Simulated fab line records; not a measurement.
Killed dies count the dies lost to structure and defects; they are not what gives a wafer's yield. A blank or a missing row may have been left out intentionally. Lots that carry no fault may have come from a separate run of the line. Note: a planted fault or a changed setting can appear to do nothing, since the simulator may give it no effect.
Which tool is to blame?	flow sky130	12 lots, 34 wafers sampled, at 5 steps of a route of 708

## WHAT THE GAUGES SHOWED, per wafer
SKY_VIA4_THK_MEAS_01.
lot	measured	on	VIA4_HDPCVD_THK (nm)
L908	day 42 10:32	film_metro-02	1762 1762 1768
L909	day 43 00:12	film_metro-01	1802 1774 1795
L911	day 43 06:28	film_metro-03	1740 1712 1737
L912	day 43 16:08	film_metro-01	1763 1766 1757
L913	day 43 20:35	film_metro-01	1760 1787 1796
L914	day 43 23:47	film_metro-01	1722 1693 1703
L921	day 45 17:41	film_metro-02	1784 1413
L922	day 46 00:36	film_metro-03	1414 1810
L924	day 46 15:33	film_metro-02	1703 1732 1705
L925	day 46 20:22	film_metro-02	1692 1717 1717
L926	day 47 04:13	film_metro-01	1681 1722 1733
L928	day 47 17:38	film_metro-03	1726 1725 1706

## TOOL THAT RAN EACH LOT (tool first, then ch and the chambers of the sampled wafers, then the start)
lot	SKY_METAL1_DESCUM_17	SKY_VIA1_CMP_02	SKY_VIA1_ETCH_15	SKY_VIA4_HDPCVD_00
L908	rie_metal-02 ch 0,1, day 33 10:15	cmp-02 ch 0,1,3, day 33 11:20	rie_diel-01 ch 2,3, day 34 14:32	hdpcvd-02 ch 0,2, day 42 10:22
L909	rie_metal-04 ch 0,1, day 34 03:24	cmp-01 ch 2,3, day 34 04:21	rie_diel-04 ch 2,3, day 35 07:23	hdpcvd-02 ch 1,2, day 43 00:01
L911	rie_metal-03 ch 0,1, day 34 07:24	cmp-02 ch 0,1,2, day 34 08:24	rie_diel-01 ch 0,1,3, day 35 11:59	hdpcvd-01 ch 0,2, day 43 06:16
L912	rie_metal-03 ch 0,1, day 34 22:34	cmp-01 ch 0,2,3, day 34 23:35	rie_diel-01 ch 0,1,3, day 36 02:29	hdpcvd-02 ch 0,2, day 43 15:56
L913	rie_metal-04 ch 0,1, day 35 00:42	cmp-02 ch 0,1, day 35 01:39	rie_diel-04 ch 0,2,3, day 36 04:35	hdpcvd-02 ch 1,2, day 43 20:25
L914	rie_metal-02 ch 0, day 35 08:18	cmp-02 ch 1,2, day 35 09:43	rie_diel-02 ch 0,1, day 36 11:35	hdpcvd-01 ch 1,2, day 43 23:35
L921	rie_metal-03 ch 0, day 37 08:13	cmp-01 ch 1,3, day 37 09:15	rie_diel-01 ch 0,3, day 38 11:35	hdpcvd-02 ch 0,1, day 45 17:34
L922	rie_metal-03 ch 0,1, day 37 16:39	cmp-02 ch 1,3, day 37 17:41	rie_diel-01 ch 1,3, day 38 19:16	hdpcvd-02 ch 1,2, day 46 00:25
L924	rie_metal-03 ch 0,1, day 38 10:57	cmp-01 ch 1,2,3, day 38 12:03	rie_diel-04 ch 0,1,2, day 39 13:08	hdpcvd-01 ch 0,1,2, day 46 15:22
L925	rie_metal-02 ch 0,1, day 38 13:54	cmp-02 ch 1,2,3, day 38 14:57	rie_diel-04 ch 1,2, day 39 15:53	hdpcvd-01 ch 0,1, day 46 20:10
L926	rie_metal-03 ch 0,1, day 39 00:43	cmp-01 ch 0,1,2, day 39 02:44	rie_diel-02 ch 0,1, day 40 04:01	hdpcvd-01 ch 0,1,2, day 47 04:06
L928	rie_metal-04 ch 1, day 39 14:54	cmp-02 ch 0,2,3, day 39 15:56	rie_diel-02 ch 1,3, day 40 16:52	hdpcvd-01 ch 1,2, day 47 17:22
- SKY_METAL1_DESCUM_17: chemistry O2, time 8 s.
- SKY_VIA1_CMP_02: polishes SiO2.
- SKY_VIA1_ETCH_15: etches SiO2 in C4F8/O2/Ar, stops on TiN, target depth 351 nm, time 54 s.
- SKY_VIA4_HDPCVD_00: deposits SiO2, target thk 1750 nm, time 291.7 s.

## AS READ BY THE TOOLS THEMSELVES (means over the sampled wafers that have a number; for cases with no such wafer, the mark the record gives instead)
SKY_METAL1_DESCUM_17.
lot	tool	drypump_motor_current_A (A)	oes_product_au (a.u.)
L908	rie_metal-02	5.5	1.002
L909	rie_metal-04	5.6	1.016
L911	rie_metal-03	6.2	1.007
L912	rie_metal-03	5.9	1.003
L913	rie_metal-04	5.6	1.025
L914	rie_metal-02	5.3	0.999
L921	rie_metal-03	5.6	1.000
L922	rie_metal-03	6.0	1.002
L924	rie_metal-03	6.2	1.002
L925	rie_metal-02	5.6	1.004
L926	rie_metal-03	6.2	0.995
L928	rie_metal-04	5.8	1.015

SKY_VIA1_CMP_02.
lot	tool	motor_current_A (A)	retaining_ring_pressure_frac
L908	cmp-02	12.9	0.998
L909	cmp-01	13.2	0.994
L911	cmp-02	13.5	1.002
L912	cmp-01	12.9	1.001
L913	cmp-02	13.6	1.005
L914	cmp-02	12.5	1.001
L921	cmp-01	12.8	0.991
L922	cmp-02	12.1	1.003
L924	cmp-01	12.7	1.001
L925	cmp-02	11.8	0.998
L926	cmp-01	12.9	0.997
L928	cmp-02	12.4	0.998

SKY_VIA1_ETCH_15.
lot	tool	oes_product_au (a.u.)
L908	rie_diel-01	0.981
L909	rie_diel-04	0.976
L911	rie_diel-01	0.981
L912	rie_diel-01	0.973
L913	rie_diel-04	0.988
L914	rie_diel-02	0.973
L921	rie_diel-01	0.980
L922	rie_diel-01	0.978
L924	rie_diel-04	0.977
L925	rie_diel-04	0.977
L926	rie_diel-02	0.975
L928	rie_diel-02	0.985

## THE ANSWER, worked out from the rows above alone
Rule: the lots themselves supply what counts as usual. The widest of any qualifying gaps counts: lots, ordered by their means at a reading, are off when they make up no more than a third of the lots, leave a main group of 4 or more, and stand apart from it by 3 or more times the standard deviation of that group's means. If all means in a main group match to the digits the tables above print for the reading, that group is not used. Also off: a lot with no number at a reading for which 4 or more lots have one. Any other lot the step has rows for is counted as sound. After the gauges, taken in route order, come the tools' own readings; for these a lot's mean is taken, as printed above. The first step at which some lot is off is used, and at that step the reading that is off furthest; a lot without a number counts as furthest.
Off: L921, L922, at SKY_VIA4_THK_MEAS_01 (VIA4_HDPCVD_THK). For the main group the mean is 1739 nm and the standard deviation 31.
If a tool, at a process step before that reading, ran all the lots that are off and no sound lot after the first of them, it fits. Those tools and the gauges at SKY_VIA4_THK_MEAS_01 are tried in the same way. Undecided on this evidence; 2 tools fit (rie_diel-01 at SKY_VIA1_ETCH_15, hdpcvd-02 at SKY_VIA4_HDPCVD_00).

## WHAT THE SIMULATOR PUT IN
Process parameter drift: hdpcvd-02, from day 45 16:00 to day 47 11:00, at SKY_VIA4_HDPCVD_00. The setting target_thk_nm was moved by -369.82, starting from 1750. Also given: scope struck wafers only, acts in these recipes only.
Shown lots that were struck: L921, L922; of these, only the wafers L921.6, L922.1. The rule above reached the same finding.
